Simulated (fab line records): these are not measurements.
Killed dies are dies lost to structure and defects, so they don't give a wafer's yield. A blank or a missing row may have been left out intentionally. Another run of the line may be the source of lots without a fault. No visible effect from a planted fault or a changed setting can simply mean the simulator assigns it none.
fab line records	flow sky130
[record] lots = 11	wafers = 33	last_day = 50
route steps=708 shown POLY_GATE@218 LDD_P@265 LDD_HVN@275
lots that met no fault: from a run of the same line without faults
start_h: hours from the record's opening day to when the first of the lot's shown wafers began	wait_h: hours elapsed since this lot's preceding step	" identical to the entry in the row above	L1.1+2: a row that stands for several wafers	- either no value or no given start	* or withheld: withheld	< > ~ a bound
route shown NAME@n: NAME is a module with steps in the file, n the number in the route of the first one	usual: mean/standard deviation taken from wafers without a fault	same: alike in all rows	chamber/n: place in a boat	sites: each site's reading	_std_site: their standard deviation	_edge_site: mean of outer sites minus mean of inner sites	radius_mm: how far each site lies from the wafer's centre	mask NAME#n: copy n	behind: the tool/chamber that last shaped the wafer	hold: why the lot was held/for how many hours/how that ended	device: the transistor (n, p or np) that didn't switch	end of line: at the end of the route, the tests of the same wafers	a step with no rows: only its recipe	killed: at the first sort, the dies lost to defects and structure; wafer yield is something else	map: shows each die of a wafer: x if killed, . if not, _ if none is there
set.NAME: the run value of the setting; set.NAME@STEP: its run value at that earlier step	model.NAME: the simulator's own value behind a step, which no gauge read
the route's steps for a sample of lots (tables are steps, rows are wafers)
services: a tool's chamber out of use, with start hour (start_h, from the record's first day; less than 0 if before it), hours out, and reason
[[steps]]
[step SKY_POLY_GATE_THK_MEAS_04]
[recipe] reads = Si3N4_of_POLY_GATE_CVD_03
[usual] POLY_GATE_CVD_03_THK = 75.1/0.71
lot.wafer	tool	chamber	start_h	wait_h	POLY_GATE_CVD_03_THK[nm]
L795.1	film_metro-01	-	340.95	0.0	75.3
L795.2	"	-	"	"	74.8
L795.3	"	-	"	"	75.1
L796.1	film_metro-04	-	346.17	0.0	74.6
L796.3	"	-	"	"	74.1
L796.6	"	-	"	"	74.3
L797.4	film_metro-01	-	357.20	0.0	74.6
L797.5	"	-	"	"	75.5
L797.6	"	-	"	"	75.3
L799.1	film_metro-03	-	377.47	0.0	74.2
L799.2	"	-	"	"	74.7
L799.5	"	-	"	"	74.5
L801.1	film_metro-04	-	386.77	0.0	75.7
L801.2	"	-	"	"	74.7
L801.5	"	-	"	"	75.4
L805.3	film_metro-01	-	429.06	0.0	76.2
L805.4	"	-	"	"	76.1
L805.6	"	-	"	"	75.6
L810.3	film_metro-04	-	467.43	0.0	74.9
L810.4	"	-	"	"	73.7
L810.6	"	-	"	"	74.5
L812.2	film_metro-03	-	486.57	0.0	75.4
L812.4	"	-	"	"	74.4
L812.6	"	-	"	"	75.3
L813.2	film_metro-01	-	500.50	0.0	76.3
L813.3	"	-	"	"	75.9
L813.6	"	-	"	"	76.0
L816.1	film_metro-01	-	518.36	0.0	74.7
L816.2	"	-	"	"	75.7
L816.4	"	-	"	"	74.9
L818.1	film_metro-01	-	535.83	0.0	76.5
L818.4	"	-	"	"	75.9
L818.5	"	-	"	"	76.1
[step SKY_POLY_GATE_ETCH_15]
[recipe] chemistry = N2/H2	target = BARC	ion_energy_ev = 200	source_w = 500	bias_w = 100	pressure_mtorr = 30	n2_flow_sccm = 100	h2_flow_sccm = 200	stop_on = SiO2	time_s = 118.5	target_depth_a = 1100
[usual] chamber_pressure_mTorr = 30.003/0.026	drypump_motor_current_A = 5.6/0.66	n2_flow_sccm = 100.0/0.31	oes_product_au = 0.716/0.0046	throttle_valve_pct = 13.214/0.0094
lot.wafer	tool	chamber	start_h	wait_h	chamber_pressure_mTorr	drypump_motor_current_A	n2_flow_sccm	oes_product_au	rf_hours_counter_h	throttle_valve_pct
L795.1	rie_diel-02	0	368.77	0.0	29.965	5.2	100.1	0.721	10	13.220
L795.2	"	3	"	"	30.020	4.8	99.9	0.727	8	13.204
L795.3	"	3	"	"	29.971	4.8	100.5	0.712	-	13.218
L796.1	rie_diel-04	3	374.59	0.0	29.989	5.9	99.8	0.718	2	13.205
L796.3	"	0	"	"	29.985	5.5	100.1	0.712	33	13.196
L796.6	"	1	"	"	29.993	5.1	100.5	0.715	-	13.200
L797.4	rie_diel-04	1	385.64	0.0	29.984	5.1	99.5	0.721	5	13.231
L797.5	"	3	"	"	30.026	5.8	99.9	0.714	-	13.211
L797.6	"	2	"	"	30.035	6.5	99.9	0.726	-	13.206
L799.1	rie_diel-04	0	407.27	0.0	30.011	5.5	99.3	0.711	34	13.232
L799.2	"	1	"	"	29.999	5.1	100.3	0.717	5	13.206
L799.5	"	1	"	"	30.005	5.1	100.1	0.709	-	13.192
L801.1	rie_diel-02	2	416.72	0.0	30.001	6.6	99.6	0.716	37	13.213
L801.2	"	3	"	"	30.004	4.8	100.5	0.719	9	13.209
L801.5	"	2	"	"	29.968	6.6	99.9	0.726	-	13.210
L805.3	rie_diel-04	0	459.82	0.0	30.008	5.5	100.0	0.725	35	13.221
L805.4	"	1	"	"	30.042	5.1	99.9	0.718	6	13.221
L805.6	"	2	"	"	30.014	6.4	100.2	0.717	-	13.217
L810.3	rie_diel-02	2	498.67	0.0	30.009	6.6	99.8	0.718	38	13.215
L810.4	"	0	"	"	30.005	5.2	99.4	0.715	13	13.218
L810.6	"	3	"	"	29.995	4.8	100.1	0.716	-	13.226
L812.2	rie_diel-04	0	517.87	0.0	29.990	5.5	99.8	0.715	36	13.225
L812.4	"	1	"	"	30.003	5.0	99.8	0.725	7	13.217
L812.6	"	3	"	"	30.018	5.9	100.0	0.719	-	13.190
L813.2	rie_diel-04	2	530.72	0.0	30.006	6.4	99.6	0.719	8	13.205
L813.3	"	1	"	"	30.038	5.1	100.2	0.715	7	13.215
L813.6	"	3	"	"	29.975	5.9	99.5	0.709	-	13.206
L816.1	rie_diel-04	3	548.39	0.0	30.010	5.8	99.8	0.714	6	13.210
L816.2	"	2	"	"	29.947	6.4	99.9	0.707	8	13.208
L816.4	"	0	"	"	29.964	5.5	99.9	0.716	36	13.217
L818.1	rie_diel-01	0	566.52	0.0	29.993	6.1	99.9	0.719	75	13.223
L818.4	"	1	"	"	29.978	5.1	100.2	0.710	49	13.226
L818.5	"	3	"	"	30.039	5.0	100.7	0.723	-	13.213
[step SKY_LDD_P_STRIP_10]
[recipe] chemistry = O2/N2	power_w = 1400	pressure_mtorr = 1500	platen_temp_c = withheld	o2_flow_sccm = 3000	n2_flow_sccm = 300	overash_fraction = 0.5
[usual] chamber_pressure_mTorr = 1499.9/1.4	drypump_motor_current_A = 5.7/0.48	n2_flow_sccm = 300.0/0.88	o2_flow_sccm = 3000/9.3	oes_product_au = 0.716/0.0043	strip_time_to_endpoint_s = 14.18/0.033
lot.wafer	tool	chamber	start_h	wait_h	chamber_pressure_mTorr	drypump_motor_current_A	n2_flow_sccm	o2_flow_sccm	oes_product_au	rf_hours_counter_h	strip_time_to_endpoint_s
L795.1	plasma_asher-03	1	431.17	0.1	1498.5	6.1	299.5	2999	0.721	78	14.19
L795.2	"	0	"	"	1502.5	5.7	300.8	3018	0.721	78	14.20
L795.3	"	0	"	"	1498.7	5.7	300.8	3003	0.714	-	14.17
L796.1	plasma_asher-01	1	437.77	0.1	1501.7	5.6	299.4	3001	0.716	62	14.19
L796.3	"	0	"	"	1498.2	6.3	301.4	3004	0.717	-	14.19
L796.6	"	0	"	"	1500.2	6.3	299.9	2980	0.719	-	14.20
L797.4	plasma_asher-01	0	452.31	0.1	1500.8	6.3	299.2	3005	0.718	-	14.14
L797.5	"	1	"	"	1500.5	5.6	300.2	3004	0.710	-	14.15
L797.6	"	0	"	"	1501.8	6.3	300.4	3004	0.718	-	14.20
L799.1	plasma_asher-03	1	473.77	0.1	1498.8	6.2	297.6	2996	0.715	82	14.19
L799.2	"	0	"	"	1498.9	5.7	299.0	2992	0.709	82	14.18
L799.5	"	0	"	"	1502.0	5.7	299.3	2993	0.722	-	14.16
L801.1	plasma_asher-03	0	482.87	0.1	1501.6	5.7	300.2	2991	0.724	83	14.17
L801.2	"	1	"	"	1499.2	6.2	299.6	3001	0.707	83	14.13
L801.5	"	1	"	"	1500.5	6.1	300.1	3007	0.713	-	14.15
L805.3	plasma_asher-03	0	527.38	0.1	1498.5	5.7	298.9	2993	0.711	-	14.18
L805.4	"	1	"	"	1499.9	6.2	300.3	3006	0.709	-	14.17
L805.6	"	0	"	"	1498.4	5.7	300.2	2982	0.709	-	14.22
L810.3	plasma_asher-02	1	562.36	0.1	1500.2	5.8	300.4	3000	0.717	-	14.16
L810.4	"	0	"	"	1502.9	4.8	301.5	3005	0.708	-	14.21
L810.6	"	1	"	"	1498.2	5.8	300.2	2996	0.715	-	14.19
L812.2	plasma_asher-01	0	583.55	0.1	1501.8	6.3	299.6	3003	0.716	77	14.25
L812.4	"	1	"	"	1500.1	5.7	300.4	3021	0.714	-	14.22
L812.6	"	0	"	"	1498.8	6.3	298.8	2999	0.718	-	14.23
L813.2	plasma_asher-02	0	593.42	0.1	1499.3	4.8	299.6	3011	0.711	45	14.17
L813.3	"	0	"	"	1499.8	4.8	300.1	3006	0.712	-	14.18
L813.6	"	1	"	"	1498.3	5.8	301.3	3002	0.717	-	14.14
L816.1	plasma_asher-02	0	610.52	0.1	1500.9	4.8	299.8	3004	0.713	46	14.15
L816.2	"	1	"	"	1502.4	5.8	299.0	3019	0.719	46	14.22
L816.4	"	0	"	"	1500.5	4.8	299.0	3006	0.716	-	14.16
L818.1	plasma_asher-02	0	627.77	0.1	1499.9	4.8	301.5	3011	0.712	48	14.14
L818.4	"	1	"	"	1499.0	5.8	300.0	2992	0.717	-	14.17
L818.5	"	1	"	"	1500.6	5.8	299.7	2997	0.717	-	14.18
[step SKY_LDD_HVN_IMPLANT_08]
[recipe] species = P	energy_kev = 60	dose_cm2 = 3e+13	tilt_deg = 40
[usual] dose_ions_cm2 = 3.0002e+13/2.9e+10	end_station_pressure_torr = 5.13e-06/3e-07	faraday_current_uA = 169/3.6
lot.wafer	tool	chamber	start_h	wait_h	dose_ions_cm2	end_station_pressure_torr	faraday_current_uA
L795.1	implanter-01	0	461.60	0.0	3.0045e+13	5.43e-06	167
L795.2	"	0	"	"	2.9967e+13	5.72e-06	170
L795.3	"	0	"	"	3.0051e+13	5.04e-06	171
L796.1	implanter-03	0	469.07	0.0	2.9975e+13	4.97e-06	167
L796.3	"	0	"	"	2.9982e+13	5.01e-06	174
L796.6	"	0	"	"	2.9985e+13	4.64e-06	169
L797.4	implanter-04	0	483.70	0.1	2.999e+13	5.08e-06	173
L797.5	"	0	"	"	3.0023e+13	5.29e-06	169
L797.6	"	0	"	"	2.9986e+13	4.77e-06	174
L799.1	implanter-01	0	504.22	0.1	2.9942e+13	5.06e-06	168
L799.2	"	0	"	"	2.9985e+13	5.45e-06	169
L799.5	"	0	"	"	2.9991e+13	5.55e-06	171
L801.1	implanter-03	0	513.65	0.0	3.0053e+13	5.39e-06	168
L801.2	"	0	"	"	2.9991e+13	4.95e-06	173
L801.5	"	0	"	"	3.0006e+13	5e-06	162
L805.3	implanter-01	0	558.10	0.1	3.0022e+13	5.11e-06	170
L805.4	"	0	"	"	3.0017e+13	5.26e-06	167
L805.6	"	0	"	"	3.0035e+13	5.17e-06	171
L810.3	implanter-03	0	591.70	0.1	3.0013e+13	4.98e-06	164
L810.4	"	0	"	"	2.9992e+13	5.05e-06	171
L810.6	"	0	"	"	2.9998e+13	5.04e-06	164
L812.2	implanter-03	0	613.07	0.0	2.1638e+14	6.36e-06	1226
L812.4	"	0	"	"	2.1635e+14	5.96e-06	1206
L812.6	"	0	"	"	2.1637e+14	6.08e-06	1197
L813.2	implanter-04	0	622.84	0.2	2.9983e+13	4.88e-06	164
L813.3	"	0	"	"	3.0023e+13	5.35e-06	171
L813.6	"	0	"	"	3.0023e+13	4.79e-06	173
L816.1	implanter-03	0	639.30	0.0	2.1634e+14	6.56e-06	1235
L816.2	"	0	"	"	2.1639e+14	5.91e-06	1249
L816.4	"	0	"	"	2.1633e+14	5.52e-06	1176
L818.1	implanter-04	0	656.70	0.0	3.0042e+13	4.57e-06	170
L818.4	"	0	"	"	2.9979e+13	5.08e-06	161
L818.5	"	0	"	"	3.0058e+13	5.18e-06	168
[step SKY_LDD_HVN_TW_MEAS_10]
[usual] LDD_HVN_TW = 1436/9.4
lot.wafer	tool	chamber	start_h	wait_h	LDD_HVN_TW
L795.1	film_metro-03	-	461.85	0.1	1428
L795.2	"	-	"	"	1435
L795.3	"	-	"	"	1434
L796.1	film_metro-04	-	469.32	0.1	1448
L796.3	"	-	"	"	1454
L796.6	"	-	"	"	1442
L797.4	film_metro-01	-	483.90	0.1	1425
L797.5	"	-	"	"	1423
L797.6	"	-	"	"	1414
L799.1	film_metro-03	-	504.47	0.1	1435
L799.2	"	-	"	"	1444
L799.5	"	-	"	"	1432
L801.1	film_metro-04	-	513.90	0.1	1442
L801.2	"	-	"	"	1442
L801.5	"	-	"	"	1444
L805.3	film_metro-03	-	558.32	0.1	1425
L805.4	"	-	"	"	1438
L805.6	"	-	"	"	1431
L810.3	film_metro-03	-	591.92	0.1	1431
L810.4	"	-	"	"	1441
L810.6	"	-	"	"	1432
L812.2	film_metro-03	-	613.31	0.1	2645
L812.4	"	-	"	"	2646
L812.6	"	-	"	"	2639
L813.2	film_metro-04	-	623.08	0.1	1434
L813.3	"	-	"	"	1440
L813.6	"	-	"	"	1450
L816.1	film_metro-01	-	639.55	0.1	2648
L816.2	"	-	"	"	2632
L816.4	"	-	"	"	2618
L818.1	film_metro-01	-	656.95	0.1	1440
L818.4	"	-	"	"	1448
L818.5	"	-	"	"	1430
[[services]]
tool	chamber	start_h	hours	kind
implanter-03	-	350.85	1.2	repair
rie_diel-02	2	360.13	16.5	repair
rie_diel-02	1	366.26	3.0	repair
implanter-04	-	371.54	2.8	repair
implanter-04	-	407.37	2.7	pm
implanter-04	-	422.79	1.1	repair
plasma_asher-02	-	435.17	6.6	repair
implanter-03	-	438.81	4.8	pm
rie_diel-02	2	473.07	6.6	repair
rie_diel-02	3	481.21	4.5	repair
rie_diel-02	0	499.65	4.7	repair
plasma_asher-03	-	506.05	20.6	repair
plasma_asher-01	-	510.88	2.8	pm
implanter-01	-	528.60	6.5	pm
rie_diel-04	0	529.89	15.6	repair
implanter-03	-	534.14	2.4	pm
plasma_asher-02	-	541.10	0.4	repair
implanter-04	-	582.56	1.3	repair
plasma_asher-03	-	590.43	0.4	repair
plasma_asher-01	-	594.59	0.4	repair
rie_diel-04	2	596.16	9.6	repair
rie_diel-02	3	617.38	1.2	repair
rie_diel-04	-	627.88	2.8	pm
implanter-01	-	652.62	5.2	pm
[[key]]
[first_sign] step = SKY_LDD_HVN_IMPLANT_08	reading = dose_ions_cm2	direction = up	sigmas = 99+	usual = *	struck = *
[effect] step = SKY_LDD_HVN_IMPLANT_08	reading = faraday_current_uA	direction = up	sigmas = 99+	usual = 169	struck = 1215
[effect] step = SKY_LDD_HVN_TW_MEAS_10	reading = LDD_HVN_TW	direction = up	sigmas = 99+	usual = 1436	struck = 2638
met_at SKY_LDD_HVN_IMPLANT_08
struck_lots L812,L816
tester_left_out L812,L816
not_acting_at SKY_POLY_GATE_THK_MEAS_04,SKY_POLY_GATE_ETCH_15,SKY_LDD_P_STRIP_10
onset_between 591.70 613.07
[fault] kind = process_parameter_drift	tool = implanter-03	chamber = -	onset_h = 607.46	steps = SKY_LDD_HVN_IMPLANT_08	channel = dose_cm2	offset = *	shape = step	end_h = 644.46	acts_in = *	stated = *
// tester_left_out: of these lots the tester's yield and bins aren't shown, on N5 and GAA mostly nor the transistor test; their killed dies are dies lost to structure and defects alone, not to doping, threshold or leakage, so they don't give the yield
